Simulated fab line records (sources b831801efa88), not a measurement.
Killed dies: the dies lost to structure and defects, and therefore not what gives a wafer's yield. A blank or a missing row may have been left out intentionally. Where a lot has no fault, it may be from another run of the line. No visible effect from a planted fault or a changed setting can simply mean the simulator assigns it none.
A struck lot beside a sound one || flow sky130 || 16 out of 708 route steps
Sound: wafers L595.3, L595.4, L595.6. Struck: wafers L604.1, L604.4. (L604.6 of the same lot was not struck and is left out.) The cause comes at the end.
Per side, at each step with rows, come the tool, then ch with its chambers, and then its first start. Under that, the readings that differ: sound wafers || struck wafers || difference of the means || sigmas: that difference in standard deviations of wafers without a fault.
alike: readings whose means differ by less than 2 such deviations, and words and numbers that are the same on both sides. not compared: withheld readings, readings that some wafer has no value for, bounds like >300 that may hide the same value, and numbers for which the record gives no deviation and whose values overlap.
Wherever a step has rows on one side only, a row that says differs or no value, or a row with sigmas, the two part there. Non-overlapping numbers with no deviation appear without sigmas and do not part them. A reading that every wafer of one side lacks parts them only if that side has two wafers or more.

first, 2 steps without rows for these wafers: SKY_METAL4_PEB_11; SKY_METAL4_DEVELOP_12 (develop time 60 s).
SKY_METAL4_CD_MEAS_13: target cd 300 nm.
  struck on cd sem-02, day 44 09:53; sound on cd sem-01, day 41 18:01
  alike: cd nm
SKY_METAL4_OVL_MEAS_14:
  struck on overlay-02, day 44 10:00; sound on overlay-01, day 41 18:08
  alike: METAL4_OVL
SKY_METAL4_DESCUM_15: chemistry O2, time 8 s.
  sound on rie metal-02 ch 0,1, day 41 18:10; struck on rie metal-02 ch 0,1, day 44 10:02
  alike: drypump motor current A, oes product au
  not compared: rf hours counter h
SKY_METAL4_ETCH_16: etches BARC in N2/H2, stops on SiO2, time 88.2 s, target depth 60 nm.
  sound on rie metal-02 ch 0,1, day 41 18:13; struck on rie metal-02 ch 0,1, day 44 10:04
  alike: drypump motor current A, oes product au, throttle valve pct
  not compared: rf hours counter h
then, 1 step without rows for these wafers: SKY_METAL4_ETCH_17 (etches SiO2 in C4F8/O2/Ar, stops on TiN, time 3.9 s, target depth 15 nm).
SKY_METAL4_METAL_ETCH_18: etches the open film in Cl2/BCl3, stops on SiO2, target depth 845 nm, time 183.1 s.
  sound on rie metal-04 ch 0,1, day 41 18:22; struck on rie metal-03 ch 0, day 44 10:11
  alike: drypump motor current A, oes product au, throttle valve pct
  not compared: rf hours counter h
SKY_METAL4_STRIP_19: strips in O2/N2.
  sound on plasma asher-02 ch 0,1, day 41 18:31; struck on plasma asher-01 ch 0,1, day 44 10:22
  alike: drypump motor current A, oes product au, strip time to endpoint s
  not compared: rf hours counter h
then, 3 steps without rows for these wafers: SKY_METAL4_STRIP_20 (strips in post etch residue remover, time 1200 s); SKY_METAL4_CLEAN_21 (cleans in IPA, time 180 s); SKY_METAL4_CLEAN_22 (cleans in O3/DIW).
SKY_VIA4_HDPCVD_00: deposits SiO2, target thk 1750 nm, time 291.7 s.
  sound on hdpcvd-01 ch 0,1,2, day 41 19:05; struck on hdpcvd-01 ch 0,2, day 44 10:59
{"reading": "run length s (s)", "sound": "319.0 319.8 318.5", "struck": "272.9 272.5", "difference": -46.4, "sigmas": -97}
{"reading": "model.SiO2_of_VIA4_HDPCVD_00.thk nm (nm)", "sound": "1730 1740 1762", "struck": "1462 1439", "difference": -294, "sigmas": ""}
SKY_VIA4_THK_MEAS_01:
  struck on film metro-03, day 44 11:10; sound on film metro-04, day 41 19:16
{"reading": "VIA4_HDPCVD_THK (nm)", "sound": "1729 1740 1762", "struck": "1461 1438", "difference": -294, "sigmas": -17}
SKY_VIA4_CMP_02: polishes SiO2.
  sound on cmp-01 ch 2,3, day 41 19:19; struck on cmp-01 ch 2,3, day 44 11:19
  alike: motor current A
next, for these wafers, 1 step has no rows: SKY_PAD_OPEN_PROBE_99.

WHERE THEY PART
Earliest at SKY_VIA4_HDPCVD_00; latest, in this record, at SKY_VIA4_THK_MEAS_01. Later steps at which nothing parts them and some readings are alike: SKY_VIA4_CMP_02.

WHY: whatever the simulator had introduced
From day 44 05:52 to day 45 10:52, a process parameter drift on hdpcvd-01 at SKY_VIA4_HDPCVD_00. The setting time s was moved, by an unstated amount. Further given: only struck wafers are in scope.
